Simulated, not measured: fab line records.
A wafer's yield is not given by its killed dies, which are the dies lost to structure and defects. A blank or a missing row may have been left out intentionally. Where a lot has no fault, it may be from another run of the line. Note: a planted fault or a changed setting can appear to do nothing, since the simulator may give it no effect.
fab line records    flow gf180mcu    part 1 of 2: steps 1 to 26 of 37
record: lots: 5  wafers: 15  last_day: 32
route steps=602 shown V4@496 MIM@503 M5@526
lots that met no fault: from a run of the same line without faults
start_h: hours from the record's opening day to when the first of the lot's shown wafers began    wait_h: hours elapsed since this lot's preceding step    " repeats the value in the row above    L1.1+2: several wafers, shown together as one row    - either no value or no given start    * or withheld: withheld    < > ~ a bound
route shown NAME@n: names a module that has steps shown in the file, with the first one's number in the route    usual: mean and standard deviation over wafers with no fault    same: alike in all rows    chamber/n: place in a boat    sites: each site's reading    _std_site: how widely they spread, as a standard deviation    _edge_site: mean of outer sites minus mean of inner sites    radius_mm: how far each site lies from the wafer's centre    mask NAME#n: copy n    behind: the last tool/chamber to shape the wafer    hold: reason for holding the lot/hours on hold/outcome of the hold    device: the transistor (n, p or np) that didn't switch    end of line: at the end of the route, the tests of the same wafers    a step given without rows: its recipe and nothing more    killed: the dies lost at the first sort to structure and to defects; this is not the yield of the wafer    map: shows each die of a wafer: x if killed, . if not, _ if none is there
set.NAME: setting as actually run; set.NAME@STEP: the setting as run at that earlier step    model.NAME: the simulator's own value behind a step, which no gauge read
lots seen at some steps along the route; tables by step, rows by wafer
services: when a tool's chamber went out of use (start_h, in hours from the record's first day, below 0 if earlier), for how many hours, and the reason
== steps ==
step: GF_V4_CLEAN_20
recipe: chemistry: DIW  dry: n2_spin
lot.wafer   tool          chamber  start_h  wait_h
L075.1+2+3  wet_bench-01  1        567.26   0.0
L082.1+2+5  wet_bench-01  2        624.77   0.0
L083.1+3+5  wet_bench-01  3        631.78   0.0
L086.1+5+6  wet_bench-02  2        647.92   0.0
L088.2+4+5  wet_bench-01  3        672.71   0.0
step: GF_V4_SPUTTER_21
recipe: material: Ti  target_thk_nm: 15  chamber_pressure_pa: 5  power_w: 2500  substrate_temp_c: 200  time_s: 80.02
usual: cathode_dc_power_W: 2500.0/0.42  substrate_temp_c: 199.98/0.18  throttle_valve_pct: 30.2/1.3
lot.wafer  tool            chamber  start_h  wait_h  cathode_dc_power_W  substrate_temp_c  throttle_valve_pct
L075.1     pvd_sputter-02  -        567.35   0.0     2500.1              200.06            29.0
L075.2     "               -        "        "       2500.2              200.00            29.7
L075.3     "               -        "        "       2500.0              200.28            30.0
L082.1     pvd_sputter-02  -        624.86   0.0     2499.4              199.79            30.0
L082.2     "               -        "        "       2500.1              199.85            28.6
L082.5     "               -        "        "       2499.9              199.98            29.6
L083.1     pvd_sputter-01  -        631.87   0.0     2499.2              199.88            30.0
L083.3     "               -        "        "       2500.1              199.89            30.9
L083.5     "               -        "        "       2500.3              199.92            30.7
L086.1     pvd_sputter-04  -        648.01   0.0     2499.2              199.71            30.7
L086.5     "               -        "        "       2500.3              200.28            29.6
L086.6     "               -        "        "       2499.8              199.72            28.3
L088.2     pvd_sputter-01  -        672.80   0.0     2499.9              199.87            31.0
L088.4     "               -        "        "       2499.9              199.79            32.5
L088.5     "               -        "        "       2499.4              199.75            32.9
step: GF_V4_SPUTTER_22
recipe: material: TiN  target_thk_nm: 10  chamber_pressure_pa: 5  power_w: 4000  time_s: 40
usual: cathode_dc_power_W: 4000.1/0.75  throttle_valve_pct: 30.2/1.3
lot.wafer  tool            chamber  start_h  wait_h  cathode_dc_power_W  throttle_valve_pct
L075.1     pvd_sputter-02  -        567.41   0.0     4000.1              28.9
L075.2     "               -        "        "       4000.2              29.7
L075.3     "               -        "        "       3999.2              30.5
L082.1     pvd_sputter-02  -        624.92   0.0     4000.1              29.7
L082.2     "               -        "        "       3999.4              28.8
L082.5     "               -        "        "       4000.1              29.6
L083.1     pvd_sputter-01  -        631.93   0.0     3999.9              29.6
L083.3     "               -        "        "       3998.7              30.8
L083.5     "               -        "        "       4000.0              30.8
L086.1     pvd_sputter-04  -        648.07   0.0     3999.7              30.4
L086.5     "               -        "        "       4000.7              29.7
L086.6     "               -        "        "       3999.3              28.2
L088.2     pvd_sputter-01  -        672.86   0.0     4000.6              30.9
L088.4     "               -        "        "       4001.2              32.5
L088.5     "               -        "        "       4000.9              33.0
step: GF_V4_CVD_23
recipe: material: W  target_thk_nm: 350  time_s: 104.9  temp_c: 400  pressure_torr: 40
usual: heater_power_w: 869/39
lot.wafer  tool      chamber  start_h  wait_h  heater_power_w
L075.1     cvd_w-02  1        567.45   0.0     900
L075.2     "         0        "        "       849
L075.3     "         0        "        "       861
L082.1     cvd_w-02  0        624.96   0.0     864
L082.2     "         1        "        "       872
L082.5     "         1        "        "       879
L083.1     cvd_w-02  0        631.97   0.0     836
L083.3     "         1        "        "       866
L083.5     "         1        "        "       881
L086.1     cvd_w-02  1        648.11   0.0     886
L086.5     "         0        "        "       871
L086.6     "         1        "        "       890
L088.2     cvd_w-01  0        672.90   0.0     826
L088.4     "         0        "        "       821
L088.5     "         1        "        "       905
step: GF_V4_RS_MEAS_24
recipe: thk_meas_gauge: four-point-probe  reads: W_of_V4_CVD_23+TiN_of_V4_SPUTTER_22+Ti_of_V4_SPUTTER_21
usual: V4_W_RS: 0.3266/0.0029
lot.wafer  tool           chamber  start_h  wait_h  V4_W_RS[ohm/sq]
L075.1     film_metro-03  -        567.56   0.1     0.3323
L075.2     "              -        "        "       0.3241
L075.3     "              -        "        "       0.3232
L082.1     film_metro-02  -        625.07   0.1     0.3275
L082.2     "              -        "        "       0.3280
L082.5     "              -        "        "       0.3261
L083.1     film_metro-02  -        632.19   0.2     0.3264
L083.3     "              -        "        "       0.3276
L083.5     "              -        "        "       0.3278
L086.1     film_metro-02  -        648.22   0.1     0.3310
L086.5     "              -        "        "       0.3267
L086.6     "              -        "        "       0.3306
L088.2     film_metro-03  -        673.03   0.1     0.3236
L088.4     "              -        "        "       0.3267
L088.5     "              -        "        "       0.3296
step: GF_V4_THK_MEAS_25
recipe: thk_meas_gauge: xrf  reads: W_of_V4_CVD_23
usual: V4_W_THK: 346/4.6
lot.wafer  tool           chamber  start_h  wait_h  V4_W_THK[nm]
L075.1     film_metro-03  -        567.68   0.1     341
L075.2     "              -        "        "       350
L075.3     "              -        "        "       352
L082.1     film_metro-02  -        625.19   0.1     342
L082.2     "              -        "        "       341
L082.5     "              -        "        "       342
L083.1     film_metro-02  -        632.31   0.1     344
L083.3     "              -        "        "       343
L083.5     "              -        "        "       342
L086.1     film_metro-02  -        648.34   0.1     340
L086.5     "              -        "        "       343
L086.6     "              -        "        "       340
L088.2     film_metro-03  -        673.14   0.1     353
L088.4     "              -        "        "       349
L088.5     "              -        "        "       346
step: GF_V4_CMP_26
recipe: stop_on: SiO2  down_force_psi: 3.5  platen_rpm: 60  t_overpolish_s: 15  target_thk_nm: 0  pad_velocity_m_s: 0.94248
usual: motor_current_A: 10.5/0.72  overpolish_run_s: 15.000/0.0088  time_to_endpoint_s: 83/4.2
same: t_overpolish_s: 15
lot.wafer  tool    chamber  start_h  wait_h  motor_current_A  overpolish_run_s  time_to_endpoint_s
L075.2     cmp-01  3        567.74   0.0     9.3              14.996            80
L075.3     "       0        "        "       11.1             14.999            75
L075.1     "       2        "        "       9.6              15.008            77
L082.2     cmp-02  1        625.30   0.1     10.9             14.988            79
L082.1     "       3        "        "       11.4             15.008            78
L082.5     "       1        "        "       11.3             15.005            81
L083.3     cmp-01  1        632.49   0.1     10.9             15.004            85
L083.1     "       0        "        "       11.4             14.986            75
L083.5     "       2        "        "       10.2             15.001            84
L086.1     cmp-02  0        648.45   0.1     10.5             15.000            80
L086.5     "       3        "        "       10.6             14.995            85
L086.6     "       0        "        "       10.2             15.000            81
L088.2     cmp-02  3        673.19   0.0     10.7             15.014            81
L088.4     "       0        "        "       10.5             15.011            85
L088.5     "       0        "        "       10.4             15.010            84
step: GF_MIM_SPUTTER_00
recipe: material: Ti  target_thk_nm: 37.5  arriving_ion_energy_ev: 80  substrate_temp_c: 200  chamber_pressure_pa: 2  power_w: 4000  time_s: 150
usual: cathode_dc_power_W: 4000.0/0.77  substrate_temp_c: 200.02/0.17  throttle_valve_pct: 30.0/1.6
lot.wafer  tool            chamber  start_h  wait_h  cathode_dc_power_W  substrate_temp_c  throttle_valve_pct
L075.1     pvd_sputter-03  -        568.04   0.1     4001.0              200.29            29.8
L075.2     "               -        "        "       4000.2              200.13            31.0
L075.3     "               -        "        "       3999.4              200.35            30.1
L082.1     pvd_sputter-03  -        625.55   0.1     4000.0              200.00            27.5
L082.2     "               -        "        "       4001.1              200.15            29.4
L082.5     "               -        "        "       4000.2              199.89            29.7
L083.1     pvd_sputter-01  -        632.79   0.1     3998.8              200.17            30.0
L083.3     "               -        "        "       3999.1              200.36            32.8
L083.5     "               -        "        "       4000.2              199.95            29.7
L086.1     pvd_sputter-01  -        648.70   0.2     4000.3              199.97            30.8
L086.5     "               -        "        "       3999.2              199.87            30.8
L086.6     "               -        "        "       4000.6              200.24            29.8
L088.2     pvd_sputter-01  -        673.49   0.2     4000.8              200.15            30.9
L088.4     "               -        "        "       4000.0              199.98            29.6
L088.5     "               -        "        "       4000.3              200.04            32.9
step: GF_MIM_SPUTTER_01
recipe: material: TiN  target_thk_nm: 30  power_w: 6500  time_s: 25  chamber_pressure_pa: 0.4
usual: cathode_dc_power_W: 6500.2/1.2  throttle_valve_pct: 30.0/1.6
lot.wafer  tool            chamber  start_h  wait_h  cathode_dc_power_W  throttle_valve_pct
L075.1     pvd_sputter-03  -        568.14   0.1     6499.2              29.8
L075.2     "               -        "        "       6500.1              31.1
L075.3     "               -        "        "       6499.5              30.2
L082.1     pvd_sputter-03  -        625.65   0.1     6501.2              26.9
L082.2     "               -        "        "       6497.5              29.4
L082.5     "               -        "        "       6499.9              29.6
L083.1     pvd_sputter-01  -        632.89   0.1     6499.6              29.9
L083.3     "               -        "        "       6498.5              32.9
L083.5     "               -        "        "       6500.9              30.1
L086.1     pvd_sputter-01  -        648.80   0.1     6500.5              31.2
L086.5     "               -        "        "       6500.5              30.9
L086.6     "               -        "        "       6498.4              29.7
L088.2     pvd_sputter-01  -        673.59   0.1     6499.8              30.8
L088.4     "               -        "        "       6498.5              29.8
L088.5     "               -        "        "       6501.0              33.1
step: GF_MIM_SPUTTER_02
recipe: material: AlCu  target_thk_nm: 450  power_w: 10600  time_s: 23.9  chamber_pressure_pa: 0.4
usual: cathode_dc_power_W: 10600/1.9  throttle_valve_pct: 30.0/1.6
lot.wafer  tool            chamber  start_h  wait_h  cathode_dc_power_W  throttle_valve_pct
L075.1     pvd_sputter-03  -        568.17   0.0     10598               29.6
L075.2     "               -        "        "       10598               31.2
L075.3     "               -        "        "       10599               30.0
L082.1     pvd_sputter-03  -        625.69   0.0     10602               27.4
L082.2     "               -        "        "       10600               29.5
L082.5     "               -        "        "       10599               29.8
L083.1     pvd_sputter-01  -        632.92   0.0     10599               30.2
L083.3     "               -        "        "       10598               33.0
L083.5     "               -        "        "       10600               30.1
L086.1     pvd_sputter-01  -        648.84   0.0     10597               30.9
L086.5     "               -        "        "       10606               30.7
L086.6     "               -        "        "       10599               30.0
L088.2     pvd_sputter-01  -        673.62   0.0     10601               31.0
L088.4     "               -        "        "       10603               30.1
L088.5     "               -        "        "       10599               33.0
step: GF_MIM_SPUTTER_03
recipe: material: Ti  target_thk_nm: 10  substrate_temp_c: 300  chamber_pressure_pa: 0.3  power_w: 3000  time_s: 6.7
usual: cathode_dc_power_W: 3000.0/0.58  substrate_temp_c: 299.94/0.2  throttle_valve_pct: 30.0/1.6
lot.wafer  tool            chamber  start_h  wait_h  cathode_dc_power_W  substrate_temp_c  throttle_valve_pct
L075.1     pvd_sputter-03  -        568.20   0.0     2998.9              299.84            29.7
L075.2     "               -        "        "       2999.8              300.21            31.0
L075.3     "               -        "        "       2999.9              300.15            30.0
L082.1     pvd_sputter-03  -        625.72   0.0     2999.9              299.81            27.1
L082.2     "               -        "        "       2999.9              299.85            29.5
L082.5     "               -        "        "       2999.8              300.15            29.5
L083.1     pvd_sputter-01  -        632.95   0.0     3000.5              299.92            29.9
L083.3     "               -        "        "       3000.1              300.11            32.8
L083.5     "               -        "        "       3000.1              299.81            29.8
L086.1     pvd_sputter-01  -        648.87   0.0     2999.4              299.91            30.6
L086.5     "               -        "        "       3000.5              300.04            30.8
L086.6     "               -        "        "       2999.9              299.79            29.9
L088.2     pvd_sputter-01  -        673.65   0.0     3000.5              300.21            30.8
L088.4     "               -        "        "       3000.0              300.00            29.8
L088.5     "               -        "        "       3000.1              299.74            33.0
step: GF_MIM_SPUTTER_04
recipe: material: TiN  target_thk_nm: 50  power_w: 6500  time_s: 41.7  chamber_pressure_pa: 0.4
usual: cathode_dc_power_W: 6499.9/1.1  throttle_valve_pct: 30.0/1.6
lot.wafer  tool            chamber  start_h  wait_h  cathode_dc_power_W  throttle_valve_pct
L075.1     pvd_sputter-03  -        568.22   0.0     6501.0              29.6
L075.2     "               -        "        "       6501.2              31.0
L075.3     "               -        "        "       6501.6              30.3
L082.1     pvd_sputter-03  -        625.74   0.0     6499.3              27.5
L082.2     "               -        "        "       6501.5              29.3
L082.5     "               -        "        "       6499.3              29.4
L083.1     pvd_sputter-01  -        632.97   0.0     6500.2              29.8
L083.3     "               -        "        "       6501.2              33.1
L083.5     "               -        "        "       6499.9              30.0
L086.1     pvd_sputter-01  -        648.89   0.0     6499.7              30.7
L086.5     "               -        "        "       6498.1              30.7
L086.6     "               -        "        "       6499.4              30.0
L088.2     pvd_sputter-01  -        673.67   0.0     6499.6              31.0
L088.4     "               -        "        "       6496.7              29.9
L088.5     "               -        "        "       6500.1              32.8
step: GF_MIM_CVD_05
recipe: material: Si3N4  target_thk_nm: 42  temp_max_c: 400  temp_c: 385  time_s: 29.086  rf_w: 450
usual: heater_power_w: 603/91
lot.wafer  tool      chamber  start_h  wait_h  heater_power_w
L075.1     pecvd-02  1        568.26   0.0     441
L075.2     "         2        "        "       576
L075.3     "         0        "        "       773
L082.1     pecvd-02  0        625.78   0.0     764
L082.2     "         1        "        "       490
L082.5     "         0        "        "       794
L083.1     pecvd-04  2        633.01   0.0     689
L083.3     "         1        "        "       612
L083.5     "         2        "        "       698
L086.1     pecvd-02  0        648.93   0.0     819
L086.5     "         2        "        "       656
L086.6     "         0        "        "       796
L088.2     pecvd-01  2        673.71   0.0     455
L088.4     "         1        "        "       496
L088.5     "         0        "        "       630
step: GF_MIM_THK_MEAS_06
recipe: reads: Si3N4_of_MIM_CVD_05
usual: MIM_CVD_05_THK: 42.0/0.56
lot.wafer  tool           chamber  start_h  wait_h  MIM_CVD_05_THK[nm]
L075.1     film_metro-04  -        568.30   0.0     40.7
L075.2     "              -        "        "       41.2
L075.3     "              -        "        "       40.8
L082.1     film_metro-04  -        625.81   0.0     41.9
L082.2     "              -        "        "       42.0
L082.5     "              -        "        "       42.5
L083.1     film_metro-04  -        633.05   0.0     42.3
L083.3     "              -        "        "       42.0
L083.5     "              -        "        "       42.7
L086.1     film_metro-04  -        648.96   0.0     41.5
L086.5     "              -        "        "       42.1
L086.6     "              -        "        "       42.3
L088.2     film_metro-02  -        673.76   0.0     41.8
L088.4     "              -        "        "       41.1
L088.5     "              -        "        "       42.5
step: GF_MIM_SPUTTER_07
recipe: material: TiN  target_thk_nm: 60  power_w: 6500  time_s: 50  chamber_pressure_pa: 0.4
usual: cathode_dc_power_W: 6499.9/1.2  throttle_valve_pct: 30.3/1.4
lot.wafer  tool            chamber  start_h  wait_h  cathode_dc_power_W  throttle_valve_pct
L075.1     pvd_sputter-01  -        568.36   0.1     6500.6              32.9
L075.2     "               -        "        "       6500.6              31.0
L075.3     "               -        "        "       6500.3              32.3
L082.1     pvd_sputter-02  -        625.87   0.1     6500.9              29.9
L082.2     "               -        "        "       6499.6              29.9
L082.5     "               -        "        "       6500.7              29.8
L083.1     pvd_sputter-03  -        633.11   0.1     6500.4              30.0
L083.3     "               -        "        "       6501.8              29.7
L083.5     "               -        "        "       6499.9              29.7
L086.1     pvd_sputter-03  -        649.02   0.1     6497.9              29.5
L086.5     "               -        "        "       6500.2              31.3
L086.6     "               -        "        "       6499.6              30.1
L088.2     pvd_sputter-03  -        673.81   0.0     6500.9              29.7
L088.4     "               -        "        "       6501.3              30.0
L088.5     "               -        "        "       6501.7              30.2
step: GF_MIM_SPUTTER_08
recipe: material: AlCu  target_thk_nm: 200  power_w: 10600  time_s: 10.6  chamber_pressure_pa: 0.4
usual: cathode_dc_power_W: 10600/2.1  throttle_valve_pct: 30.3/1.5
lot.wafer  tool            chamber  start_h  wait_h  cathode_dc_power_W  throttle_valve_pct
L075.1     pvd_sputter-01  -        568.40   0.0     10603               32.9
L075.2     "               -        "        "       10601               30.7
L075.3     "               -        "        "       10603               32.7
L082.1     pvd_sputter-02  -        625.91   0.0     10600               30.5
L082.2     "               -        "        "       10603               29.7
L082.5     "               -        "        "       10600               30.0
L083.1     pvd_sputter-03  -        633.15   0.0     10601               30.1
L083.3     "               -        "        "       10602               29.8
L083.5     "               -        "        "       10597               29.9
L086.1     pvd_sputter-03  -        649.06   0.0     10602               29.5
L086.5     "               -        "        "       10602               31.1
L086.6     "               -        "        "       10601               29.9
L088.2     pvd_sputter-03  -        673.85   0.0     10598               29.5
L088.4     "               -        "        "       10602               30.3
L088.5     "               -        "        "       10598               30.0
step: GF_MIM_SPUTTER_09
recipe: material: TiN  target_thk_nm: 35  power_w: 6500  time_s: 29.2  chamber_pressure_pa: 0.4
usual: cathode_dc_power_W: 6499.9/1.1  throttle_valve_pct: 30.3/1.4
lot.wafer  tool            chamber  start_h  wait_h  cathode_dc_power_W  throttle_valve_pct
L075.1     pvd_sputter-01  -        568.42   0.0     6500.5              33.2
L075.2     "               -        "        "       6499.6              30.9
L075.3     "               -        "        "       6499.7              32.6
L082.1     pvd_sputter-02  -        625.94   0.0     6499.6              30.1
L082.2     "               -        "        "       6499.9              29.7
L082.5     "               -        "        "       6500.4              29.9
L083.1     pvd_sputter-03  -        633.17   0.0     6498.7              30.2
L083.3     "               -        "        "       6499.2              29.6
L083.5     "               -        "        "       6500.6              29.4
L086.1     pvd_sputter-03  -        649.09   0.0     6498.7              29.7
L086.5     "               -        "        "       6500.5              31.0
L086.6     "               -        "        "       6498.3              29.9
L088.2     pvd_sputter-03  -        673.87   0.0     6500.6              29.6
L088.4     "               -        "        "       6499.1              29.9
L088.5     "               -        "        "       6499.8              30.1
step: GF_MIM_RS_MEAS_10
recipe: thk_meas_gauge: four-point-probe  reads: TiN_of_MIM_SPUTTER_09+AlCu_of_MIM_SPUTTER_08+TiN_of_MIM_SPUTTER_07
usual: MIM_ALCU_RS: 0.1600/0.0018
lot.wafer  tool           chamber  start_h  wait_h  MIM_ALCU_RS[ohm/sq]
L075.1     film_metro-02  -        568.46   0.0     0.1599
L075.2     "              -        "        "       0.1575
L075.3     "              -        "        "       0.1584
L082.1     film_metro-04  -        625.97   0.0     0.1582
L082.2     "              -        "        "       0.1598
L082.5     "              -        "        "       0.1595
L083.1     film_metro-01  -        633.21   0.0     0.1610
L083.3     "              -        "        "       0.1584
L083.5     "              -        "        "       0.1579
L086.1     film_metro-01  -        649.12   0.0     0.1612
L086.5     "              -        "        "       0.1620
L086.6     "              -        "        "       0.1638
L088.2     film_metro-04  -        673.93   0.0     0.1604
L088.4     "              -        "        "       0.1613
L088.5     "              -        "        "       0.1608
step: GF_MIM_THK_MEAS_11
recipe: thk_meas_gauge: xrf  reads: AlCu_of_MIM_SPUTTER_08
usual: MIM_ALCU_THK: 201.6/2.4
lot.wafer  tool           chamber  start_h  wait_h  MIM_ALCU_THK[nm]
L075.1     film_metro-02  -        568.58   0.1     201.8
L075.2     "              -        "        "       205.1
L075.3     "              -        "        "       202.9
L082.1     film_metro-04  -        626.09   0.1     203.6
L082.2     "              -        "        "       200.6
L082.5     "              -        "        "       203.0
L083.1     film_metro-01  -        633.33   0.1     200.4
L083.3     "              -        "        "       203.3
L083.5     "              -        "        "       203.3
L086.1     film_metro-01  -        649.24   0.1     199.2
L086.5     "              -        "        "       199.0
L086.6     "              -        "        "       196.8
L088.2     film_metro-04  -        674.04   0.1     201.4
L088.4     "              -        "        "       199.3
L088.5     "              -        "        "       200.3
step: GF_MIM_DEHYDRATE_12
recipe: temp_c: 200  time_s: 60
lot.wafer   tool            chamber  start_h  wait_h
L075.1+2+3  litho_track-01  0        578.93   10.3
L082.1+2+5  litho_track-04  0        635.34   9.2
L083.1+3+5  litho_track-01  0        643.03   9.7
L086.1+5+6  litho_track-04  0        657.29   8.0
L088.2+4+5  litho_track-03  0        683.15   9.1
step: GF_MIM_HMDS_13
recipe: prime_time_s: 60  prime_temp_c: 120
lot.wafer   tool            chamber  start_h  wait_h
L075.1+2+3  litho_track-01  0        579.08   0.1
L082.1+2+5  litho_track-04  0        635.49   0.1
L083.1+3+5  litho_track-01  0        643.18   0.1
L086.1+5+6  litho_track-04  0        657.44   0.1
L088.2+4+5  litho_track-03  0        683.30   0.1
step: GF_MIM_COAT_14
recipe: resist: NOVOLAK  spin_rpm: 3000  resist_thk_nm: 1000
usual: dispense_pressure_kPa: 50/3.3
lot.wafer  tool            chamber  start_h  wait_h  dispense_pressure_kPa
L075.1     litho_track-01  0        579.23   0.1     54
L075.2     "               0        "        "       54
L075.3     "               0        "        "       54
L082.1     litho_track-04  0        635.64   0.1     49
L082.2     "               0        "        "       49
L082.5     "               0        "        "       49
L083.1     litho_track-01  0        643.33   0.1     54
L083.3     "               0        "        "       54
L083.5     "               0        "        "       54
L086.1     litho_track-04  0        657.59   0.1     49
L086.5     "               0        "        "       49
L086.6     "               0        "        "       49
L088.2     litho_track-03  0        683.45   0.1     47
L088.4     "               0        "        "       46
L088.5     "               0        "        "       46
step: GF_MIM_SOFTBAKE_15
recipe: temp_c: 90  time_s: 60  resist: NOVOLAK
lot.wafer   tool            chamber  start_h  wait_h
L075.1+2+3  litho_track-01  0        579.38   0.1
L082.1+2+5  litho_track-04  0        635.79   0.1
L083.1+3+5  litho_track-01  0        643.48   0.1
L086.1+5+6  litho_track-04  0        657.74   0.1
L088.2+4+5  litho_track-03  0        683.60   0.1
step: GF_MIM_EXPOSE_16
recipe: mask_id: FuseTop  target_cd_nm: 2000  na: 0.6  source_shape: conventional  sigma_outer: 0.6  dose_mj: 140
lot.wafer   tool              chamber  start_h  wait_h  mask
L075.1+2+3  iline_stepper-01  0        -        -       FuseTop#0
L082.1+2+5  iline_stepper-01  0        -        -       FuseTop#0
L083.1+3+5  iline_stepper-02  0        -        -       FuseTop#0
L086.1+5+6  iline_stepper-02  0        -        -       FuseTop#0
L088.2+4+5  iline_stepper-01  0        -        -       FuseTop#0
step: GF_MIM_PEB_17
recipe: temp_c: withheld  time_s: *  resist: NOVOLAK
lot.wafer   tool            chamber  start_h  wait_h
L075.1+2+3  litho_track-03  0        -        -
L082.1+2+5  litho_track-03  0        -        -
L083.1+3+5  litho_track-04  0        -        -
L086.1+5+6  litho_track-01  0        -        -
L088.2+4+5  litho_track-03  0        -        -
step: GF_MIM_DEVELOP_18
recipe: develop_time_s: 60  dev_temp_c: 23
lot.wafer   tool            chamber  start_h  wait_h
L075.1+2+3  litho_track-03  0        589.83   0.1
L082.1+2+5  litho_track-03  0        645.88   0.1
L083.1+3+5  litho_track-04  0        653.69   0.1
L086.1+5+6  litho_track-01  0        667.58   0.1
L088.2+4+5  litho_track-03  0        692.95   0.1
